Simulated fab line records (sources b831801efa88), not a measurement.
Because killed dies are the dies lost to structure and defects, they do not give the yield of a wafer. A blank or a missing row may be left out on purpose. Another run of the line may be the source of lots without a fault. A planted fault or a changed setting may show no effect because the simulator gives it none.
Chamber matching + flow sky130 + rie diel-03 running SKY_VIA3_ETCH_14: 4 sister chambers
The step etches BARC in N2/H2, stops on SiO2, time 45.9 s, target depth 60 nm. 8 wafers are shown with their chamber, then 7 later ones without.

== WAFERS PAIRED WITH THEIR CHAMBERS ==
| wafer  | chamber | n2 flow sccm (sccm) | oes product au (a.u.) |
|--------|---------|---------------------|-----------------------|
| L077.1 | 2       | 100.0               | 0.855                 |
| L085.1 | 3       | 100.2               | 0.853                 |
| L085.5 | 1       | 100.0               | 0.848                 |
| L086.3 | 2       | 99.9                | 0.853                 |
| L086.4 | 0       | 100.0               | 0.846                 |
| L086.5 | 1       | 100.1               | 0.850                 |
| L088.1 | 0       | 100.2               | 0.855                 |
| L088.4 | 3       | 100.2               | 0.863                 |

== WAFERS WITH NO CHAMBER GIVEN ==
| wafer  | n2 flow sccm (sccm) | oes product au (a.u.) |
|--------|---------------------|-----------------------|
| L088.6 | 100.0               | 0.860                 |
| L089.1 | 100.1               | 0.858                 |
| L089.3 | 100.0               | 0.853                 |
| L089.6 | 99.8                | 0.855                 |
| L097.1 | 99.9                | 0.850                 |
| L097.3 | 100.2               | 0.854                 |
| L097.4 | 99.9                | 0.853                 |

== CHAMBER TAKEN BY EACH ==
| wafer  | from the rows above               | in truth |
|--------|-----------------------------------|----------|
| L088.6 | can't be placed: 2 or 0 or 1 or 3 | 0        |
| L089.1 | can't be placed: 3 or 0 or 2 or 1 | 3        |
| L089.3 | can't be placed: 2 or 1 or 0 or 3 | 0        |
| L089.6 | can't be placed: 2 or 1 or 0      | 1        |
| L097.1 | can't be placed: 2 or 1 or 0      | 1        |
| L097.3 | can't be placed: 3 or 0 or 1      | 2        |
| L097.4 | can't be placed: 2 or 1 or 0      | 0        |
Correctly placed: 0 of 7. From these rows, 7 cannot be placed; in 6 the true chamber is one of the candidates. 0 placed wrongly.
How it was worked out, from the rows above alone: a wafer's distance from a chamber is the root of the sum, over the readings, of the square of ((its reading less the chamber's mean) divided by the reading's scatter). If the next closest chamber is less than 2 further off than the closest, the wafer can't be placed; otherwise it belongs to the closest. The mean given for a chamber averages the wafers shown for that chamber. The scatter: the root of (the sum of the squares of (reading less its chamber's mean) over the shown wafers, divided by (wafers less chambers)).
